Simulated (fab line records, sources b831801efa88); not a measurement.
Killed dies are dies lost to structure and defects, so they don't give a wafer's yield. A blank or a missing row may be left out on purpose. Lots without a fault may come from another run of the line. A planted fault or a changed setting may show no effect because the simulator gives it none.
A sampling plan put to the test | flow sky130 | one fab line, 41 faults that these records tell of, each judged on the records of the lots that it struck; 1 more is left out, because the records don't allow judging it
The plan is the line's own looks: the steps of the route at which a gauge or an inspection reads the wafer and doesn't change it. A look can be judged if struck wafers have a number there and the file gives its usual mean and standard deviation on fault-free wafers. Caught: at a look after the fault's first step, the mean of the struck wafers lies 4 or more of those standard deviations (sigma) from the usual mean. On the tool: the same test on the tool's own readings at the fault's steps. Another recipe on the struck wafers, or a record that is blank for them alone, also counts as caught.

THE FAULTS, as the simulator had put them in
1. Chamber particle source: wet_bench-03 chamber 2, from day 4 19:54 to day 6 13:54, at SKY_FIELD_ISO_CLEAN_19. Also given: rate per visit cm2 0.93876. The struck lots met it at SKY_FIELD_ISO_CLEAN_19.
2. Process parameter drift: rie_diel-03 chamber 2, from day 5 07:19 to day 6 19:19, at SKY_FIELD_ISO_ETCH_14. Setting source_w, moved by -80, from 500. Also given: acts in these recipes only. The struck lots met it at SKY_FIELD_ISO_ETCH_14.
3. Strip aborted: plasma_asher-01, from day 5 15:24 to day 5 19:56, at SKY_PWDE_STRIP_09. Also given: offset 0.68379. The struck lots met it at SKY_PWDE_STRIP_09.
4. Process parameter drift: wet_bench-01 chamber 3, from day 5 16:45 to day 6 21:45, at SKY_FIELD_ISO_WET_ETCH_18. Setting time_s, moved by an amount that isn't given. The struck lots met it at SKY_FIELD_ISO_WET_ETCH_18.
5. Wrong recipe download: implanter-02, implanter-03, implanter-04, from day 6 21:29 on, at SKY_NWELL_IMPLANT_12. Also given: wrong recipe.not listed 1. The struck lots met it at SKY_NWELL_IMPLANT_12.
6. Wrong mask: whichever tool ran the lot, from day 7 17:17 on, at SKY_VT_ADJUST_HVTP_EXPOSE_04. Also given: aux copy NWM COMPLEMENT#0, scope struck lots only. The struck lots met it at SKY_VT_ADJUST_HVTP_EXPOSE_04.
7. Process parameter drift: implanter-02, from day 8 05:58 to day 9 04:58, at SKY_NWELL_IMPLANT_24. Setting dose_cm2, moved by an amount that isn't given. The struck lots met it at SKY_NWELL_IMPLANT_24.
8. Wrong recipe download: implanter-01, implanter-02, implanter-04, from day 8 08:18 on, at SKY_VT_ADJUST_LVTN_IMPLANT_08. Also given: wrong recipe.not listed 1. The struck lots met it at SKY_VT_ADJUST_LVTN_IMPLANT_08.
9. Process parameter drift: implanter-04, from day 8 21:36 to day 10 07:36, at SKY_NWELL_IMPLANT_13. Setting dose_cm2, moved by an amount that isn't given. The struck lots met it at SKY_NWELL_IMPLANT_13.
10. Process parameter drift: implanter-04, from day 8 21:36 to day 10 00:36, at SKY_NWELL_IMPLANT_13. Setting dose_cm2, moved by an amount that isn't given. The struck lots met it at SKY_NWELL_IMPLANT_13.
11. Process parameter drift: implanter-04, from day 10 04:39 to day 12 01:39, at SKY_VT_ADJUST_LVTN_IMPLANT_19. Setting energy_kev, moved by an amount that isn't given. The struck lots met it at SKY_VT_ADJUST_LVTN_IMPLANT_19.
12. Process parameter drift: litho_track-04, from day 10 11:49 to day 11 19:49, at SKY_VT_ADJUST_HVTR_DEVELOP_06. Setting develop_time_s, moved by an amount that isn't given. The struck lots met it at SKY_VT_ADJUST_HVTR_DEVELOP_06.
13. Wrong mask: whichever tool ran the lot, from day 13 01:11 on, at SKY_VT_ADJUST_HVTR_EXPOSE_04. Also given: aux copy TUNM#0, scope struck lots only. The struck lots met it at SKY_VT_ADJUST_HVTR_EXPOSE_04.
14. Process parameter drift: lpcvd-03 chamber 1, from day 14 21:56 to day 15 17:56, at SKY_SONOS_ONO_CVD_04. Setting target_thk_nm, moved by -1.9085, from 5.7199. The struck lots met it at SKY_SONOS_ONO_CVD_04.
15. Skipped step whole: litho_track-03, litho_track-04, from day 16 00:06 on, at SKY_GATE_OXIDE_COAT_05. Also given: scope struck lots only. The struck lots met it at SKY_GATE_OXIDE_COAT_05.
16. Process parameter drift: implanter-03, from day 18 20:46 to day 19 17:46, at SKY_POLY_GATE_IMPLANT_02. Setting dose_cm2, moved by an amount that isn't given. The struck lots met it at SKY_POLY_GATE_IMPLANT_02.
17. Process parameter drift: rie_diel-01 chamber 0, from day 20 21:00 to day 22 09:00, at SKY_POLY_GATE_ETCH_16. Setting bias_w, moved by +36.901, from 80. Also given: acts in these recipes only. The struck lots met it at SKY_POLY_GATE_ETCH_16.
18. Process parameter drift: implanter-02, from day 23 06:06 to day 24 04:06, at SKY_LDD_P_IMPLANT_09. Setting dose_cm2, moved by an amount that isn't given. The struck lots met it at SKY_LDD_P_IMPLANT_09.
19. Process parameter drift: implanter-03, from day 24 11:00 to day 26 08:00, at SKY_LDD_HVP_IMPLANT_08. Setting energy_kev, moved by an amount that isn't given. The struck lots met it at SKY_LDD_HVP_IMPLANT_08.
20. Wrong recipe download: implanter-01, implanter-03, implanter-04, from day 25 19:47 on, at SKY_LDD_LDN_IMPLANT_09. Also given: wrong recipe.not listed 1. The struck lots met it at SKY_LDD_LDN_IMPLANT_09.
21. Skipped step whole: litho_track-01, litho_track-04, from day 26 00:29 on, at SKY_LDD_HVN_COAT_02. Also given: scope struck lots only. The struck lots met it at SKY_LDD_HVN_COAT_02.
22. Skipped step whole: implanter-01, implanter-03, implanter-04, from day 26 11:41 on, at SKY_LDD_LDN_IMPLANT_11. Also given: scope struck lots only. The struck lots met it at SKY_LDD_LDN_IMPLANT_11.
23. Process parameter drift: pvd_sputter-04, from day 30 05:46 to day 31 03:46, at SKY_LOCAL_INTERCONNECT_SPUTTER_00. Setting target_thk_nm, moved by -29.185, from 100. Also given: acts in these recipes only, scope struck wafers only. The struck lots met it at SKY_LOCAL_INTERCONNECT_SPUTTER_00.
24. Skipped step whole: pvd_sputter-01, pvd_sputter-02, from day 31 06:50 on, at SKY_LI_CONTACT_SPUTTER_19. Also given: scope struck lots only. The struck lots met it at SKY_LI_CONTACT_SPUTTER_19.
25. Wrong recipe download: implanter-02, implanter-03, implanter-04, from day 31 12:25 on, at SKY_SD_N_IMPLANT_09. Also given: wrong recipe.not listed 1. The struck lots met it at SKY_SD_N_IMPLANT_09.
26. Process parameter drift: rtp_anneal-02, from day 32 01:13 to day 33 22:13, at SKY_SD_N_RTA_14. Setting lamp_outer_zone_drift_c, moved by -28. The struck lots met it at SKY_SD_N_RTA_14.
27. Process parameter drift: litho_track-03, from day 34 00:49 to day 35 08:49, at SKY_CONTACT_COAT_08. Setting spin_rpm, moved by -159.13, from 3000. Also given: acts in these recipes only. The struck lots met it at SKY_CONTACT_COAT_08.
28. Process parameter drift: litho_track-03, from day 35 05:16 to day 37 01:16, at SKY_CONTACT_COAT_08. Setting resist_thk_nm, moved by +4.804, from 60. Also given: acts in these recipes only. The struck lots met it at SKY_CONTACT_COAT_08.
29. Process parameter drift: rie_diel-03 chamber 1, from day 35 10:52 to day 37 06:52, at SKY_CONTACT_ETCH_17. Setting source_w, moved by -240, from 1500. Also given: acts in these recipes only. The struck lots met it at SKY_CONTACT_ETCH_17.
30. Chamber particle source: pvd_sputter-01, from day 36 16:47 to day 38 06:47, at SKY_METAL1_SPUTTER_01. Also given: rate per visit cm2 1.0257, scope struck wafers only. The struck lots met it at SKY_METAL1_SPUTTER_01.
31. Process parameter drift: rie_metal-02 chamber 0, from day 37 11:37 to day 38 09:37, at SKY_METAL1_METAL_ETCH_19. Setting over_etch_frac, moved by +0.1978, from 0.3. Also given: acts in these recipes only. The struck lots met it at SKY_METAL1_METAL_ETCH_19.
32. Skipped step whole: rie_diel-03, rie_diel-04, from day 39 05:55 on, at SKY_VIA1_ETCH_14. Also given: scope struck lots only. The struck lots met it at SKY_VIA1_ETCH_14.
33. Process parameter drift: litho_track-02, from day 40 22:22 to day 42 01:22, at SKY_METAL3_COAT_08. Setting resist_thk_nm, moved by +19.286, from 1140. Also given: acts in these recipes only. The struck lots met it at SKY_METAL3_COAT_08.
34. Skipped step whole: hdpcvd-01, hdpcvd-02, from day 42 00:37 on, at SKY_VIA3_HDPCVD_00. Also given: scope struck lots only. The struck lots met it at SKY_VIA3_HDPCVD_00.
35. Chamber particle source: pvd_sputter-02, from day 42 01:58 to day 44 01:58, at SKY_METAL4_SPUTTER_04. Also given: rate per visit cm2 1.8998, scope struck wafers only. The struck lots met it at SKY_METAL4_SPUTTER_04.
36. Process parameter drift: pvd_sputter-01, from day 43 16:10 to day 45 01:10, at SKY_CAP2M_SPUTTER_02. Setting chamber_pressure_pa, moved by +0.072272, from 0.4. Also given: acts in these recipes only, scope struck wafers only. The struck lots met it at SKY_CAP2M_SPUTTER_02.
37. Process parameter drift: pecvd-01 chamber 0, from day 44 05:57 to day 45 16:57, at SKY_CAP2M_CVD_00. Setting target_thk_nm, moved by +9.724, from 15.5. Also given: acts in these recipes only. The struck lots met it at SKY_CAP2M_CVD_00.
38. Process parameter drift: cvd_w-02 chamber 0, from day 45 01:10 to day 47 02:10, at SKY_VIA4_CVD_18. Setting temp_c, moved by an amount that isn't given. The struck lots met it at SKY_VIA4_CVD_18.
39. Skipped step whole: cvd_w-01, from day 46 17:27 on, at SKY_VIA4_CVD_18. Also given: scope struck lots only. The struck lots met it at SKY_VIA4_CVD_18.
40. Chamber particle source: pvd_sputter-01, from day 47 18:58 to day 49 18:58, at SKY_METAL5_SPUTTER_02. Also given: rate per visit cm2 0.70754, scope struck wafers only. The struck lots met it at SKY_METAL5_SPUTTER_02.
41. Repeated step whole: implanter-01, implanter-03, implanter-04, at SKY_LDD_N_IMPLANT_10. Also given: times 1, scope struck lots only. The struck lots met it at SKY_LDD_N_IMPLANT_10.

WHAT THE PLAN SAW
fault | on the tool itself                               | first look that catches it                      | reading, sigma                                        | median hours from its first step to that look | hours from the fault's start to the first struck lot there | judged looks passed uncaught
1     | no reading that can be judged                    | not the one look that can be judged after it    | -                                                     | -                                             | -                                                          | 1
2     | rf_fwd_power_W -36 sigma                         | no look after it can be judged                  | -                                                     | -                                             | -                                                          | 0
3     | oes_product_au +48 sigma                         | SKY_NWELL_TW_MEAS_15                            | NWELL_TW -99 or beyond                                | 20.2                                          | 25                                                         | 0
4     | run_length_s +99 or beyond sigma                 | none of the 2 looks that can be judged after it | -                                                     | -                                             | -                                                          | 2
5     | no reading that can be judged                    | none of the 3 looks that can be judged after it | strongest: NWELL_TW at SKY_NWELL_TW_MEAS_15, +2.6     | -                                             | -                                                          | 3
6     | no reading that can be judged                    | SKY_VT_ADJUST_HVTP_TW_MEAS_11                   | VT_ADJUST_HVTP_TW -94                                 | 10.2                                          | 15                                                         | 0
7     | dose_ions_cm2 +76 sigma                          | no look after it can be judged                  | -                                                     | -                                             | -                                                          | 0
8     | under 2 sigma                                    | SKY_VT_ADJUST_LVTN_TW_MEAS_10                   | VT_ADJUST_LVTN_TW +78                                 | 0.2                                           | 2                                                          | 0
9     | dose_ions_cm2 +99 or beyond sigma                | SKY_NWELL_RS_MEAS_29                            | NWELL_RS -4.8                                         | 22.8                                          | 28                                                         | 1
10    | dose_ions_cm2 -99 or beyond sigma                | SKY_NWELL_RS_MEAS_29                            | NWELL_RS +6.1                                         | 22.8                                          | 28                                                         | 0
11    | beam_energy_keV -99 or beyond sigma              | no look after it can be judged                  | -                                                     | -                                             | -                                                          | 0
12    | no reading that can be judged                    | SKY_VT_ADJUST_HVTR_TW_MEAS_11                   | VT_ADJUST_HVTR_TW -93                                 | 0.5                                           | 4                                                          | 0
13    | no reading that can be judged                    | SKY_VT_ADJUST_HVTR_TW_MEAS_11                   | VT_ADJUST_HVTR_TW -94                                 | 12.9                                          | 14                                                         | 0
14    | under 2 sigma                                    | SKY_SONOS_ONO_THK_MEAS_05                       | SONOS_ONO_CVD_04_THK -19                              | 1.2                                           | 4                                                          | 0
15    | the tool's record is blank for the struck wafers | no look after it can be judged                  | -                                                     | -                                             | -                                                          | 0
16    | dose_ions_cm2 +99 or beyond sigma                | not the one look that can be judged after it    | -                                                     | -                                             | -                                                          | 1
17    | bias_w +99 or beyond sigma                       | not the one look that can be judged after it    | -                                                     | -                                             | -                                                          | 1
18    | dose_ions_cm2 -99 or beyond sigma                | SKY_LDD_P_TW_MEAS_11                            | LDD_P_TW -50                                          | 0.2                                           | 9                                                          | 0
19    | beam_energy_keV -99 or beyond sigma              | no look after it can be judged                  | -                                                     | -                                             | -                                                          | 0
20    | under 2 sigma                                    | not the one look that can be judged after it    | strongest: LDD_LDN_TW at SKY_LDD_LDN_TW_MEAS_13, -2.9 | -                                             | -                                                          | 1
21    | the tool's record is blank for the struck wafers | SKY_LDD_HVP_TW_MEAS_10                          | LDD_HVP_TW +99 or beyond                              | 43.5                                          | 45                                                         | 0
22    | the tool's record is blank for the struck wafers | SKY_LDD_LDN_TW_MEAS_13                          | LDD_LDN_TW -7.1                                       | 0.2                                           | 4                                                          | 0
23    | only faintly: throttle_valve_pct -2.4 sigma      | SKY_LOCAL_INTERCONNECT_RS_MEAS_01               | LOCAL_INTERCONNECT_TIN_RS +32                         | 0.1                                           | 18                                                         | 0
24    | the tool's record is blank for the struck wafers | no look after it can be judged                  | -                                                     | -                                             | -                                                          | 0
25    | under 2 sigma                                    | SKY_SD_N_TW_MEAS_12                             | SD_N_TW +9.1                                          | 0.4                                           | 2                                                          | 0
26    | under 2 sigma                                    | SKY_SD_N_RS_MEAS_16                             | SD_N_RS +18                                           | 0.2                                           | 11                                                         | 0
27    | spin_speed_rpm -80 sigma                         | no look after it can be judged                  | -                                                     | -                                             | -                                                          | 0
28    | no reading that can be judged                    | not the one look that can be judged after it    | -                                                     | -                                             | -                                                          | 1
29    | rf_fwd_power_W -46 sigma                         | no look after it can be judged                  | -                                                     | -                                             | -                                                          | 0
30    | under 2 sigma                                    | not the one look that can be judged after it    | -                                                     | -                                             | -                                                          | 1
31    | oes_product_au -9.6 sigma                        | no look after it can be judged                  | -                                                     | -                                             | -                                                          | 0
32    | the tool's record is blank for the struck wafers | no look after it can be judged                  | -                                                     | -                                             | -                                                          | 0
33    | no reading that can be judged                    | none of the 2 looks that can be judged after it | -                                                     | -                                             | -                                                          | 2
34    | the tool's record is blank for the struck wafers | not the one look that can be judged after it    | -                                                     | -                                             | -                                                          | 1
35    | under 2 sigma                                    | not the one look that can be judged after it    | -                                                     | -                                             | -                                                          | 1
36    | chamber_pressure_pa +84 sigma                    | not the one look that can be judged after it    | strongest: CAP2M_TIN_RS at SKY_CAP2M_RS_MEAS_03, +3.0 | -                                             | -                                                          | 1
37    | under 2 sigma                                    | SKY_CAP2M_THK_MEAS_01                           | CAP2M_CVD_00_THK +37                                  | 0.0                                           | 2                                                          | 0
38    | susceptor_temp_C +99 or beyond sigma             | SKY_VIA4_RS_MEAS_19                             | VIA4_W_RS -44                                         | 0.2                                           | 5                                                          | 0
39    | the tool's record is blank for the struck wafers | SKY_VIA4_RS_MEAS_19                             | VIA4_W_RS +99 or beyond                               | 0.2                                           | 4                                                          | 0
40    | under 2 sigma                                    | none of the 4 looks that can be judged after it | -                                                     | -                                             | -                                                          | 4
41    | under 2 sigma                                    | SKY_LDD_N_TW_MEAS_17                            | LDD_N_TW +4.3                                         | 1.6                                           | -                                                          | 0
A dash: the fault isn't caught, or these records don't give the number.

Caught at a look: 18 of 41. Caught on the tool: 23 of 41. By one or the other: 33 of 41.
Caught on the tool alone: faults 2, 4, 7, 11, 15, 16, 17, 19, 24, 27, 29, 31, 32, 34, 36.
Caught at a look alone: faults 6, 8, 12, 13, 14, 23, 25, 26, 37, 41.
Caught by neither: faults 1, 5, 20, 28, 30, 33, 35, 40.

THINNER SAMPLING
If the look that catches a fault measured only every second or every third lot, by lot number, the first struck lot would be measured this late in the worst case:
fault | struck lots at that look, in order of time | every lot | every second lot | every third lot
3     | L739                                       | 25 h      | may miss it      | may miss it
6     | L854                                       | 15 h      | may miss it      | may miss it
8     | L414, L415, L416, L417                     | 2 h       | 11 h             | 21 h
9     | L545, L548                                 | 28 h      | 45 h             | may miss all 2
10    | L891, L894                                 | 28 h      | 45 h             | may miss all 2
12    | L287, L288, L289                           | 4 h       | 12 h             | 17 h
13    | L436                                       | 14 h      | may miss it      | may miss it
14    | L389, L390                                 | 4 h       | 18 h             | may miss all 2
18    | L347, L348                                 | 9 h       | 20 h             | may miss all 2
21    | L628, L630                                 | 45 h      | may miss all 2   | may miss all 2
22    | L432, L433, L434                           | 4 h       | 8 h              | 20 h
23    | L857                                       | 18 h      | may miss it      | may miss it
25    | L649, L650, L651, L652                     | 2 h       | 14 h             | 23 h
26    | L345, L347                                 | 11 h      | may miss all 2   | may miss all 2
37    | L602, L606                                 | 2 h       | may miss all 2   | may miss all 2
38    | L559, L560                                 | 5 h       | 11 h             | may miss all 2
39    | L783, L784, L785                           | 4 h       | 10 h             | 15 h
Hours are from the fault's start to the first struck lot that is measured. The limit of 4 sigma was tested on all struck wafers together, so one lot alone may lie under it. Other struck lots may not be in these records.

THE LONGEST TIMED WAY FROM STEP TO LOOK
Fault 21: a median of 43.5 hours passes between SKY_LDD_HVN_COAT_02 and SKY_LDD_HVP_TW_MEAS_10. No look between them can be judged.
